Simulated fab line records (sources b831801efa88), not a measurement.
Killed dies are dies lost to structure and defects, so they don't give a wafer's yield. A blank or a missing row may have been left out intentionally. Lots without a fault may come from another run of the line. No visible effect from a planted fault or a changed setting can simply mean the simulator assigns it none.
Matching of chambers / flow gf180mcu / 4 sister chambers for GF_V2_ETCH_16 on rieDiel-01
The step etches BARC in N2/H2. 8 wafers are shown with their chamber, then 10 later ones without.

## EACH WAFER AND ITS CHAMBER
wafer=L081.5; chamber=1; drypumpMotorCurrentA (A)=6.04; throttleValvePct (%)=13.235
wafer=L083.2; chamber=3; drypumpMotorCurrentA (A)=5.85; throttleValvePct (%)=13.233
wafer=L087.1; chamber=3; drypumpMotorCurrentA (A)=5.86; throttleValvePct (%)=13.226
wafer=L089.1; chamber=0; drypumpMotorCurrentA (A)=6.06; throttleValvePct (%)=13.237
wafer=L089.3; chamber=2; drypumpMotorCurrentA (A)=6.03; throttleValvePct (%)=13.212
wafer=L089.4; chamber=0; drypumpMotorCurrentA (A)=6.07; throttleValvePct (%)=13.233
wafer=L092.1; chamber=1; drypumpMotorCurrentA (A)=6.05; throttleValvePct (%)=13.230
wafer=L092.2; chamber=2; drypumpMotorCurrentA (A)=6.02; throttleValvePct (%)=13.224

## WAFERS WHOSE CHAMBER IS MISSING
wafer=L092.3; drypumpMotorCurrentA (A)=6.06; throttleValvePct (%)=13.224
wafer=L094.1; drypumpMotorCurrentA (A)=5.81; throttleValvePct (%)=13.234
wafer=L094.4; drypumpMotorCurrentA (A)=6.02; throttleValvePct (%)=13.224
wafer=L094.5; drypumpMotorCurrentA (A)=5.82; throttleValvePct (%)=13.219
wafer=L096.2; drypumpMotorCurrentA (A)=5.85; throttleValvePct (%)=13.210
wafer=L096.4; drypumpMotorCurrentA (A)=6.04; throttleValvePct (%)=13.223
wafer=L096.5; drypumpMotorCurrentA (A)=6.03; throttleValvePct (%)=13.221
wafer=L097.1; drypumpMotorCurrentA (A)=6.01; throttleValvePct (%)=13.220
wafer=L097.2; drypumpMotorCurrentA (A)=6.06; throttleValvePct (%)=13.218
wafer=L097.6; drypumpMotorCurrentA (A)=5.84; throttleValvePct (%)=13.220

## WHICH CHAMBER EACH WENT THROUGH
wafer=L092.3; from the rows above=can't be placed: 0 or 1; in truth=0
wafer=L094.1; from the rows above=3; in truth=3
wafer=L094.4; from the rows above=2; in truth=2
wafer=L094.5; from the rows above=3; in truth=3
wafer=L096.2; from the rows above=3; in truth=3
wafer=L096.4; from the rows above=can't be placed: 1 or 2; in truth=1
wafer=L096.5; from the rows above=2; in truth=2
wafer=L097.1; from the rows above=2; in truth=2
wafer=L097.2; from the rows above=can't be placed: 0 or 1 or 2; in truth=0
wafer=L097.6; from the rows above=3; in truth=3
Placed correctly: 7 of 10. From these rows, 3 cannot be placed; in 3 the true chamber is one of the candidates. Number placed wrongly: 0.
How it was worked out, from the rows above alone: a wafer's distance from a chamber is the root of the sum, over the readings, of the square of ((its reading less the chamber's mean) divided by the reading's scatter). If the next closest chamber is less than 2 further off than the closest, the wafer can't be placed; otherwise it belongs to the closest. Each chamber's mean is taken over the wafers shown for it. The scatter: the root of (the sum of the squares of (reading less its chamber's mean) over the shown wafers, divided by (wafers less chambers)).
